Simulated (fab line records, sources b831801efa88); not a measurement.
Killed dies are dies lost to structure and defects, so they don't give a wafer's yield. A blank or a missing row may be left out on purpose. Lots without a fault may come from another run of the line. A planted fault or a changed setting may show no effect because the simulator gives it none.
fab line records | flow sky130
record lots=7 wafers=21 last_day=50
route steps=708 shown METAL1@446 VIA1@458 PAD_OPEN@708
lots that met no fault: from a run of the same line without faults
start_h: hours from the record's first day to the start of the lot's first wafer shown | wait_h: hours since the lot's step before | " the same as in the row above | L1.1+2: a row that stands for several wafers | - no value, or no start given | * or withheld: withheld | < > ~ a bound
route shown NAME@n: a module of which the file shows steps, and the number in the route of the first | usual: mean/standard deviation of fault-free wafers | same: alike in all rows | chamber/n: place in a boat | sites: the reading at each site | _std_site: their standard deviation | _edge_site: outer sites' mean less inner sites' | radius_mm: how far each site lies from the wafer's centre | mask NAME#n: copy n | behind: the tool/chamber that last shaped the wafer | hold: why the lot was held/for how many hours/how that ended | device: the transistor (n, p or np) that didn't switch | end of line: the same wafers' tests at the end of the route | a step without rows: its recipe alone | killed: dies lost to structure and defects at the first sort, not the wafer's yield | map: a wafer's dies, x killed, . not, _ none there
set.NAME: the setting as run; set.NAME@STEP: as run at that earlier step | model.NAME: the simulator's own value behind a step, which no gauge read
lots at some steps of the route; a table a step, a row a wafer
services: from which hour (start_h, from the record's first day; less than 0 if before it) a tool's chamber was out of use, for how many hours, and why
## steps
# step SKY_METAL1_EXPOSE_12
# recipe mask_id=MM1 na=0.8 source_shape=annular sigma_inner=0.55 sigma_outer=0.85 target_cd_nm=140 dose_mj=28
# step SKY_METAL1_PEB_13
# recipe peb_temp_c=withheld peb_time_s=withheld resist=KrF-thick
# step SKY_METAL1_DEVELOP_14
# recipe develop_time_s=60 resist=KrF-thick dev_temp_c=21
# step SKY_METAL1_CD_MEAS_15
# recipe target_cd_nm=140
# usual cd_nm=140.1/1.6
# columns lot.wafer tool chamber start_h wait_h cd_nm
L697.1 cd_sem-01 - 763.27 - 138.8
L697.2 " - " " 138.3
L697.4 " - " " 139.7
L698.3 cd_sem-01 - 774.13 - 140.1
L698.4 " - " " 139.1
L698.6 " - " " 142.0
L709.4 cd_sem-01 - 881.85 - 140.9
L709.5 " - " " 141.5
L709.6 " - " " 140.7
L710.1 cd_sem-02 - 892.12 - 142.5
L710.2 " - " " 141.4
L710.4 " - " " 141.3
L711.1 cd_sem-01 - 897.89 - 138.7
L711.2 " - " " 139.1
L711.4 " - " " 137.9
L715.1 cd_sem-02 - 907.12 - 138.7
L715.2 " - " " 139.8
L715.6 " - " " 138.9
L717.1 cd_sem-02 - 935.02 - 139.0
L717.4 " - " " 141.6
L717.6 " - " " 139.6
# step SKY_METAL1_OVL_MEAS_16
# usual METAL1_OVL=1/5.9
# columns lot.wafer tool chamber start_h wait_h METAL1_OVL[nm]
L697.1 overlay-01 - 763.39 0.1 6
L697.2 " - " " 8
L697.4 " - " " 11
L698.3 overlay-02 - 774.22 0.1 4
L698.4 " - " " -2
L698.6 " - " " -2
L709.4 overlay-02 - 881.93 0.1 6
L709.5 " - " " 9
L709.6 " - " " 11
L710.1 overlay-02 - 892.24 0.1 -7
L710.2 " - " " -7
L710.4 " - " " -3
L711.1 overlay-01 - 898.01 0.1 6
L711.2 " - " " 0
L711.4 " - " " 1
L715.1 overlay-02 - 907.24 0.1 2
L715.2 " - " " -3
L715.6 " - " " 3
L717.1 overlay-01 - 935.14 0.1 11
L717.4 " - " " -3
L717.6 " - " " 6
# step SKY_METAL1_DESCUM_17
# recipe chemistry=O2 source_power_w=150 bias_power_w=0 pressure_mtorr=10 temp_c=40 time_s=8
# usual drypump_motor_current_A=5.9/0.37 oes_product_au=1.002/0.0092
# same time_s=8
# columns lot.wafer tool chamber start_h wait_h drypump_motor_current_A oes_product_au rf_hours_counter_h
L697.1 rie_metal-04 1 763.43 0.0 6.2 0.994 3
L697.2 " 1 " " 6.2 0.995 -
L697.4 " 1 " " 6.2 0.984 -
L698.3 rie_metal-01 1 774.25 0.0 5.7 0.990 -
L698.4 " 0 " " 6.4 1.012 -
L698.6 " 0 " " 6.4 1.008 -
L709.4 rie_metal-01 0 881.96 0.0 6.4 1.017 -
L709.5 " 1 " " 5.8 0.991 -
L709.6 " 0 " " 6.4 1.003 -
L710.1 rie_metal-03 0 892.28 0.0 6.2 1.024 3
L710.2 " 1 " " 5.6 1.010 8
L710.4 " 1 " " 5.6 1.007 -
L711.1 rie_metal-03 1 898.05 0.0 5.6 0.998 8
L711.2 " 0 " " 6.2 1.016 4
L711.4 " 1 " " 5.6 0.998 -
L715.1 rie_metal-04 1 907.28 0.0 6.2 0.994 9
L715.2 " 0 " " 5.3 1.012 4
L715.6 " 0 " " 5.3 1.003 -
L717.1 rie_metal-04 1 935.18 0.0 6.2 0.992 10
L717.4 " 1 " " 6.2 0.997 -
L717.6 " 0 " " 5.3 0.997 -
# step SKY_METAL1_ETCH_18
# recipe chemistry=N2/H2 target=BARC ion_energy_ev=200 bias_w=100 pressure_mtorr=30 n2_flow_sccm=100 h2_flow_sccm=200 icp_w=500 stop_on=SiO2 time_s=47.55 target_depth_a=600
# usual drypump_motor_current_A=6.0/0.38 oes_product_au=0.849/0.005 throttle_valve_pct=13.224/0.009
# same time_s=47.55
# columns lot.wafer tool chamber start_h wait_h drypump_motor_current_A oes_product_au rf_hours_counter_h throttle_valve_pct
L697.1 rie_metal-04 1 763.49 0.1 6.2 0.848 3 13.221
L697.2 " 1 " " 6.2 0.847 - 13.213
L697.4 " 1 " " 6.2 0.848 - 13.232
L698.3 rie_metal-01 1 774.30 0.0 5.8 0.848 - 13.223
L698.4 " 0 " " 6.5 0.844 - 13.212
L698.6 " 0 " " 6.5 0.845 - 13.220
L709.4 rie_metal-01 0 882.00 0.0 6.5 0.854 - 13.208
L709.5 " 1 " " 5.8 0.857 - 13.209
L709.6 " 0 " " 6.4 0.853 - 13.233
L710.1 rie_metal-03 0 892.31 0.0 6.2 0.846 3 13.223
L710.2 " 1 " " 5.6 0.851 8 13.245
L710.4 " 1 " " 5.6 0.852 - 13.236
L711.1 rie_metal-03 1 898.08 0.0 5.6 0.851 8 13.238
L711.2 " 0 " " 6.2 0.855 4 13.205
L711.4 " 1 " " 5.6 0.851 - 13.211
L715.1 rie_metal-04 1 907.31 0.0 6.2 0.859 9 13.221
L715.2 " 0 " " 5.3 0.851 4 13.227
L715.6 " 0 " " 5.3 0.849 - 13.228
L717.1 rie_metal-04 1 935.21 0.0 6.2 0.849 10 13.209
L717.4 " 1 " " 6.2 0.858 - 13.224
L717.6 " 0 " " 5.3 0.848 - 13.233
# step SKY_METAL1_METAL_ETCH_19
# recipe target_depth_a=3600 stop_on=SiO2 over_etch_frac=0.3 time_s=78 chemistry=Cl2/BCl3 resist_sidewall_deg=88 pressure_mtorr=10 icp_w=900 bias_w=48.5 Cl2_flow_sccm=60 bcl3_flow_sccm=30
# usual drypump_motor_current_A=5.9/0.37 oes_product_au=0.855/0.006 throttle_valve_pct=22.264/0.0094
# same time_s=78
# columns lot.wafer tool chamber start_h wait_h drypump_motor_current_A oes_product_au rf_hours_counter_h throttle_valve_pct
L697.1 rie_metal-04 1 763.62 0.1 6.2 0.849 4 22.268
L697.2 " 1 " " 6.2 0.858 - 22.272
L697.4 " 1 " " 6.2 0.848 - 22.278
L698.3 rie_metal-01 1 774.37 0.1 5.8 0.859 - 22.270
L698.4 " 0 " " 6.4 0.861 - 22.249
L698.6 " 0 " " 6.4 0.846 - 22.276
L709.4 rie_metal-01 0 882.07 0.1 6.4 0.857 - 22.257
L709.5 " 1 " " 5.7 0.858 - 22.255
L709.6 " 0 " " 6.4 0.871 - 22.266
L710.1 rie_metal-03 0 892.37 0.0 6.2 0.849 4 22.257
L710.2 " 1 " " 5.6 0.855 8 22.261
L710.4 " 1 " " 5.6 0.846 - 22.270
L711.1 rie_metal-03 1 898.14 0.0 5.6 0.858 8 22.260
L711.2 " 0 " " 6.2 0.841 4 22.258
L711.4 " 1 " " 5.6 0.861 - 22.257
L715.1 rie_metal-04 1 907.37 0.0 6.2 0.850 9 22.266
L715.2 " 0 " " 5.3 0.853 4 22.256
L715.6 " 0 " " 5.3 0.860 - 22.274
L717.1 rie_metal-04 1 935.27 0.0 6.2 0.855 10 22.268
L717.4 " 1 " " 6.2 0.843 - 22.271
L717.6 " 0 " " 5.3 0.857 - 22.279
# step SKY_METAL1_STRIP_20
# recipe chemistry=O2/N2 power_w=1400 pressure_mtorr=1500 platen_temp_c=withheld o2_flow_sccm=3000 n2_flow_sccm=300 overash_fraction=0.5
# usual drypump_motor_current_A=5.6/0.38 oes_product_au=0.341/0.0049 strip_time_to_endpoint_s=2.66/0.044
# columns lot.wafer tool chamber start_h wait_h drypump_motor_current_A oes_product_au rf_hours_counter_h strip_time_to_endpoint_s
L697.1 plasma_asher-01 0 763.80 0.1 5.9 0.345 98 2.69
L697.2 " 1 " " 5.0 0.339 98 2.70
L697.4 " 0 " " 5.9 0.345 - 2.68
L698.3 plasma_asher-01 1 774.46 0.1 5.1 0.341 - 2.73
L698.4 " 0 " " 5.9 0.339 - 2.67
L698.6 " 1 " " 5.1 0.341 - 2.62
L709.4 plasma_asher-01 0 882.17 0.1 5.9 0.340 - 2.63
L709.5 " 1 " " 5.1 0.337 - 2.73
L709.6 " 0 " " 5.9 0.338 - 2.64
L710.1 plasma_asher-02 1 892.46 0.1 5.9 0.326 78 2.56
L710.2 " 0 " " 5.3 0.340 78 2.64
L710.4 " 0 " " 5.3 0.344 - 2.68
L711.1 plasma_asher-01 0 898.23 0.1 5.9 0.337 111 2.64
L711.2 " 1 " " 5.1 0.341 111 2.52
L711.4 " 1 " " 5.1 0.344 - 2.63
L715.1 plasma_asher-03 1 907.46 0.1 5.7 0.339 16 2.68
L715.2 " 0 " " 6.2 0.333 16 2.63
L715.6 " 0 " " 6.2 0.339 - 2.60
L717.1 plasma_asher-02 1 935.36 0.1 5.9 0.340 82 2.70
L717.4 " 0 " " 5.3 0.346 - 2.71
L717.6 " 1 " " 5.9 0.330 - 2.65
# step SKY_METAL1_STRIP_21
# recipe chemistry=post_etch_residue_remover time_s=1200 temp_c=72.5
# step SKY_METAL1_CLEAN_22
# recipe chemistry=IPA time_s=180 temp_c=25
# step SKY_METAL1_CLEAN_23
# recipe chemistry=O3/DIW dry=n2_spin
# step SKY_VIA1_HDPCVD_00
# recipe material=SiO2 target_thk_nm=1030 sigma_open_frac=0.3 time_s=171.7 temp_c=400 sih4_flow_sccm=57.23 pressure_mtorr=6
# usual pressure_mtorr=5.998/0.013 run_length_s=199.3/0.46 time_s=171.7/0
# columns lot.wafer tool chamber start_h wait_h pressure_mtorr run_length_s time_s
L697.1 hdpcvd-01 2 764.39 0.0 5.994 198.7 171.7
L697.2 " 1 " " 5.996 199.6 171.7
L697.4 " 0 " " 5.996 198.5 171.7
L698.3 hdpcvd-02 0 775.03 0.0 5.991 198.8 171.7
L698.4 " 2 " " 5.993 199.7 171.7
L698.6 " 0 " " 5.999 198.7 171.7
L709.4 hdpcvd-02 1 882.82 0.1 - - -
L709.5 " 0 " " - - -
L709.6 " 2 " " - - -
L710.1 hdpcvd-02 1 893.07 0.0 - - -
L710.2 " 0 " " - - -
L710.4 " 1 " " - - -
L711.1 hdpcvd-02 1 898.92 0.0 - - -
L711.2 " 2 " " - - -
L711.4 " 2 " " - - -
L715.1 hdpcvd-01 0 908.23 0.0 5.994 199.5 171.7
L715.2 " 2 " " 5.990 198.7 171.7
L715.6 " 2 " " 6.004 199.3 171.7
L717.1 hdpcvd-01 2 935.99 0.0 5.997 198.9 171.7
L717.4 " 1 " " 5.994 199.7 171.7
L717.6 " 0 " " 6.006 198.8 171.7
# step SKY_PAD_OPEN_PROBE_99
# usual defect_limited_yield=82.3/1.9 killed_at_M0_to_M3=44/7.6 killed_at_M4_up=3.2/1.7 killed_at_contacts=24/5.7 killed_at_front_end=16/3.9 killed_at_other=0.2/0.45 killed_dies=87/9.5 killed_open=47/6.9 killed_short=40/5.8 sort_bin_3_pad_short=0.9/0.4 sort_bin_5_function=10.4/1.4 sort_bin_6_memory=6.4/1.1 sort_n_pass=405/9.5 sort_yield_pct=82.3/1.9
# same gross_dies=492 killed_at_back_side=0 sort_bin_4_leakage[%]=0 sort_bin_8_speed[%]=0
# columns lot.wafer tool chamber start_h wait_h defect_limited_yield[%] killed_at_M0_to_M3 killed_at_M4_up killed_at_contacts killed_at_front_end killed_at_other killed_dies killed_open killed_short sort_bin_3_pad_short[%] sort_bin_5_function[%] sort_bin_6_memory[%] sort_n_pass sort_yield_pct[%]
L697.1 prober-02 - 1073.56 0.1 83.3 42 2 22 16 0 82 47 35 0.6 10.6 5.5 410 83.3
L697.2 prober-02 - 1073.61 0.1 82.3 49 1 19 18 0 87 53 34 0.6 10.6 6.5 405 82.3
L697.4 prober-02 - 1073.71 0.2 82.3 43 2 21 20 1 87 43 44 0.8 10.6 6.3 405 82.3
L698.3 prober-01 - 1082.26 0.2 82.1 50 1 21 16 0 88 48 40 0.8 11.2 5.9 404 82.1
L698.4 prober-01 - 1082.31 0.2 82.5 45 1 25 15 0 86 52 34 0.4 11.4 5.7 406 82.5
L698.6 prober-01 - 1082.41 0.2 82.7 43 5 23 14 0 85 45 40 0.8 8.9 7.5 407 82.7
L715.1 prober-02 - 1181.85 0.1 83.7 43 1 24 12 0 80 42 38 1.2 8.7 6.3 412 83.7
L715.2 prober-02 - 1181.90 0.1 83.1 37 2 26 18 0 83 45 38 0.8 9.1 6.9 409 83.1
L715.6 prober-02 - 1182.10 0.2 83.7 38 3 22 17 0 80 41 39 1.0 10.2 5.1 412 83.7
L717.1 prober-02 - 1196.04 0.1 81.7 39 3 31 17 0 90 49 41 0.4 12.2 5.7 402 81.7
L717.4 prober-02 - 1196.19 0.2 83.9 43 5 16 14 1 79 42 37 1.0 9.1 5.9 413 83.9
L717.6 prober-02 - 1196.29 0.2 86.2 28 3 28 9 0 68 41 27 1.2 8.3 4.3 424 86.2
# killed by level:class
L697.1 CONTACT:geometric_particle:open=11 VIA3:geometric_particle:open=10 VIA1:geometric_particle:open=8 LI_CONTACT:geometric_particle:open=5 VIA2:geometric_particle:open=5 VIA1:geometric_particle:short=5 POLY_GATE:geometric_particle:short=4 FIELD_ISO:geometric_particle:short=3
L697.2 VIA2:geometric_particle:open=10 VIA1:geometric_particle:open=10 LI_CONTACT:geometric_particle:open=9 FIELD_ISO:geometric_particle:short=7 FIELD_ISO:geometric_particle:open=6 VIA2:geometric_particle:short=6 VIA3:geometric_particle:open=6 CONTACT:geometric_particle:open=4
L697.4 FIELD_ISO:geometric_particle:short=8 VIA1:geometric_particle:open=8 LI_CONTACT:geometric_particle:open=7 CONTACT:geometric_particle:open=6 VIA3:geometric_particle:open=5 VIA2:geometric_particle:open=5 METAL1:geometric_particle:short=5 POLY_GATE:geometric_particle:short=4
L698.3 VIA1:geometric_particle:open=12 CONTACT:geometric_particle:open=8 VIA1:geometric_particle:short=7 VIA3:geometric_particle:open=7 VIA2:geometric_particle:open=7 CONTACT:geometric_particle:short=6 METAL1:geometric_particle:short=6 LI_CONTACT:geometric_particle:open=5
L698.4 VIA1:geometric_particle:open=13 CONTACT:geometric_particle:open=10 VIA2:geometric_particle:open=8 LI_CONTACT:geometric_particle:open=7 METAL2:geometric_particle:short=5 METAL1:geometric_particle:short=4 VIA1:geometric_particle:short=4 FIELD_ISO:geometric_particle:short=3
L698.6 CONTACT:geometric_particle:open=10 VIA1:geometric_particle:open=9 METAL1:geometric_particle:short=8 METAL2:geometric_particle:short=7 LI_CONTACT:geometric_particle:open=6 VIA2:geometric_particle:open=6 POLY_GATE:geometric_particle:open=4 POLY_GATE:geometric_particle:short=4
L715.1 VIA1:geometric_particle:open=9 CONTACT:geometric_particle:open=8 METAL1:geometric_particle:short=8 METAL2:geometric_particle:short=6 VIA2:geometric_particle:open=6 LI_CONTACT:geometric_particle:open=5 LOCAL_INTERCONNECT:geometric_particle:short=5 POLY_GATE:geometric_particle:short=4
L715.2 CONTACT:geometric_particle:open=9 VIA1:geometric_particle:open=9 LI_CONTACT:geometric_particle:open=7 METAL1:geometric_particle:short=6 VIA3:geometric_particle:open=6 POLY_GATE:geometric_particle:short=5 POLY_GATE:geometric_particle:open=5 METAL2:geometric_particle:short=4
L715.6 METAL2:geometric_particle:short=9 CONTACT:geometric_particle:open=7 LI_CONTACT:geometric_particle:open=6 VIA3:geometric_particle:open=6 FIELD_ISO:geometric_particle:short=5 LI_CONTACT:geometric_particle:short=4 METAL1:geometric_particle:short=4 VIA1:geometric_particle:open=4
L717.1 CONTACT:geometric_particle:open=15 METAL1:geometric_particle:short=9 FIELD_ISO:geometric_particle:open=8 LI_CONTACT:geometric_particle:open=8 VIA1:geometric_particle:open=8 METAL2:geometric_particle:short=6 CONTACT:geometric_particle:short=4 VIA1:geometric_particle:short=4
L717.4 VIA1:geometric_particle:open=15 CONTACT:geometric_particle:open=10 METAL1:geometric_particle:short=7 VIA2:geometric_particle:short=5 FIELD_ISO:geometric_particle:open=4 VIA3:geometric_particle:short=4 FIELD_ISO:geometric_particle:short=3 SPACER:geometric_particle:open=3
L717.6 CONTACT:geometric_particle:open=9 LI_CONTACT:geometric_particle:open=8 VIA1:geometric_particle:open=6 METAL1:geometric_particle:short=5 CONTACT:geometric_particle:short=4 VIA2:geometric_particle:open=4 FIELD_ISO:geometric_particle:short=3 POLY_GATE:geometric_particle:open=3
## services
# columns tool chamber start_h hours kind
plasma_asher-03 0 742.75 - clean
plasma_asher-03 1 742.75 - clean
hdpcvd-01 1 743.33 4.1 repair
hdpcvd-01 0 749.52 6.9 repair
rie_metal-04 0 762.22 - clean
rie_metal-04 0 762.22 29.6 scheduled_down
rie_metal-04 0 762.22 29.6 vent_cycle
rie_metal-03 0 781.50 - clean
rie_metal-03 0 781.50 17.8 scheduled_down
rie_metal-03 0 781.50 17.8 vent_cycle
rie_metal-03 - 812.61 0.6 repair
hdpcvd-02 - 816.80 2.8 pm
hdpcvd-02 - 831.58 5.5 pm
plasma_asher-03 - 853.48 3.8 repair
rie_metal-04 - 919.61 10.6 repair
## key
first_sign step=SKY_VIA1_HDPCVD_00 reading=tool_record direction=missing
effect none on later readings
met_at SKY_VIA1_HDPCVD_00
struck_wafers L709.4,L709.5,L709.6,L710.1,L710.2,L710.4,L711.1,L711.2,L711.4
scrapped_behind SKY_VIA1_THK_MEAS_01 L709.4,L709.5,L709.6,L710.1,L710.2,L710.4,L711.1,L711.2,L711.4
onset_between 775.03 882.82
fault kind=skipped_step_whole tool=hdpcvd-02 chamber=- onset_h=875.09 steps=SKY_VIA1_HDPCVD_00 scope=struck_lots_only
